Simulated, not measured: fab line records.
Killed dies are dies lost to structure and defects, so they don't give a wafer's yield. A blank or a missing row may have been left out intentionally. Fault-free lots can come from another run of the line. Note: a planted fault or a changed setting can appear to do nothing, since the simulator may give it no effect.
What tool caused it? ; flow gf180mcu ; Sampling: 11 lots, 33 wafers, 5 of 602 route steps

== WHAT THE GAUGES SHOWED, per wafer ==
GF_V3_THK_MEAS_01.
lot;measured;on;V3_CVD_00_THK (nm)
L863;day 21 06:38;film_metro-01;598 595 591
L868;day 23 05:25;film_metro-02;616 607 608
L869;day 23 14:44;film_metro-03;605 605 608
L870;day 24 01:13;film_metro-03;593 593 601
L872;day 24 18:16;film_metro-01;597 600 602
L873;day 25 01:02;film_metro-03;610 604 611
L874;day 25 05:42;film_metro-01;609 600 606
L875;day 25 14:00;film_metro-01;604 597 584
L883;day 28 01:40;film_metro-03;602 599 598
L884;day 28 08:34;film_metro-03;599 607 611
L886;day 28 23:10;film_metro-02;604 608 606

GF_V3_OVL_MEAS_15.
lot;measured;on;V3_OVL (nm)
L863;day 22 06:47;overlay-01;8 0 4
L868;day 24 04:29;overlay-02;0 6 1
L869;day 24 13:04;overlay-01;-10 0 -4
L870;day 24 23:20;overlay-01;-11 -6 -6
L872;day 25 16:19;overlay-01;2 -6 -6
L873;day 25 22:26;overlay-01;-7 -9 -1
L874;day 26 03:32;overlay-02;-11 -9 0
L875;day 26 11:34;overlay-02;-3 0 -2
L883;day 28 20:43;overlay-02;3 -4 -1
L884;day 29 03:43;overlay-02;-9 -5 -2
L886;day 29 18:30;overlay-02;-7 -11 -5

GF_V3_RS_MEAS_24: measurement is done with a four-point probe.
lot;measured;on;V3_W_RS (ohm/sq)
L863;day 22 07:42;film_metro-03;0.335 0.332 0.331
L868;day 24 05:25;film_metro-01;0.327 0.327 0.329
L869;day 24 13:59;film_metro-01;0.330 0.327 0.325
L870;day 25 00:15;film_metro-01;0.326 0.325 0.322
L872;day 25 17:14;film_metro-01;0.330 0.324 0.330
L873;day 25 23:23;film_metro-03;0.324 0.221 0.324
L874;day 26 04:29;film_metro-01;0.224 0.329 0.224
L875;day 26 12:29;film_metro-03;0.322 0.223 0.324
L883;day 28 21:38;film_metro-03;0.327 0.327 0.326
L884;day 29 04:38;film_metro-02;0.329 0.330 0.330
L886;day 29 19:25;film_metro-02;0.327 0.329 0.327

GF_V3_THK_MEAS_25: measures by xrf.
lot;measured;on;V3_W_THK (nm)
L863;day 22 07:49;film_metro-03;340 343 347
L868;day 24 05:31;film_metro-01;354 356 353
L869;day 24 14:07;film_metro-01;351 354 356
L870;day 25 00:22;film_metro-01;358 357 362
L872;day 25 17:22;film_metro-01;350 363 355
L873;day 25 23:30;film_metro-03;357 522 354
L874;day 26 04:35;film_metro-01;527 358 533
L875;day 26 12:36;film_metro-03;354 515 354
L883;day 28 21:45;film_metro-03;355 355 353
L884;day 29 04:45;film_metro-02;356 355 354
L886;day 29 19:32;film_metro-02;357 358 359

== WHAT TOOL EACH LOT RAN ON (gives the tool, then ch and the chambers of the sampled wafers, and finally the start) ==
lot;GF_V3_CVD_23
L863;cvd_w-02 ch 0,1, day 22 07:34
L868;cvd_w-01 ch 0,1, day 24 05:17
L869;cvd_w-01 ch 0,1, day 24 13:52
L870;cvd_w-01 ch 0,1, day 25 00:08
L872;cvd_w-01 ch 0,1, day 25 17:07
L873;cvd_w-01 ch 0,1, day 25 23:16
L874;cvd_w-01 ch 0,1, day 26 04:22
L875;cvd_w-01 ch 0,1, day 26 12:22
L883;cvd_w-01 ch 0,1, day 28 21:31
L884;cvd_w-02 ch 1, day 29 04:31
L886;cvd_w-01 ch 0,1, day 29 19:17
- GF_V3_CVD_23: deposits W, target thk 350 nm, time 104.9 s.

== WHAT THE TOOLS THEMSELVES READ (means of the sampled wafers that have a number; where no wafer has one, the mark that the record gives instead) ==
GF_V3_CVD_23.
lot;tool;heater_power_w (W)
L863;cvd_w-02;861
L868;cvd_w-01;759
L869;cvd_w-01;814
L870;cvd_w-01;752
L872;cvd_w-01;744
L873;cvd_w-01;752
L874;cvd_w-01;745
L875;cvd_w-01;752
L883;cvd_w-01;819
L884;cvd_w-02;905
L886;cvd_w-01;741

== THE ANSWER, worked out from the rows above alone ==
Rule: what is usual is taken from the lots themselves. The widest of any qualifying gaps counts: lots, ordered by their means at a reading, are off when they make up no more than a third of the lots, leave a main group of 4 or more, and stand apart from it by 3 or more times the standard deviation of that group's means. Not used: any main group whose means are identical at the precision the tables above print for the reading. Also off: a lot with no number at a reading for which 4 or more lots have one. Any other lot the step has rows for is counted as sound. First the gauges in route order, then the tools' own readings, where a lot's mean is used as printed above. The first step at which some lot is off is used, and at that step the reading that is off furthest; a lot without a number counts as furthest.
Off: L873, L874, L875, seen at GF_V3_RS_MEAS_24 (V3_W_RS). For the main group the mean is 0.328 ohm/sq and the standard deviation 0.0022.
If a tool, at a process step before that reading, ran all the lots that are off and no sound lot after the first of them, it fits. Gauges at GF_V3_RS_MEAS_24: tried the same way as those tools. None of those tried fits.

== WHAT HAD BEEN PUT IN BY THE SIMULATOR ==
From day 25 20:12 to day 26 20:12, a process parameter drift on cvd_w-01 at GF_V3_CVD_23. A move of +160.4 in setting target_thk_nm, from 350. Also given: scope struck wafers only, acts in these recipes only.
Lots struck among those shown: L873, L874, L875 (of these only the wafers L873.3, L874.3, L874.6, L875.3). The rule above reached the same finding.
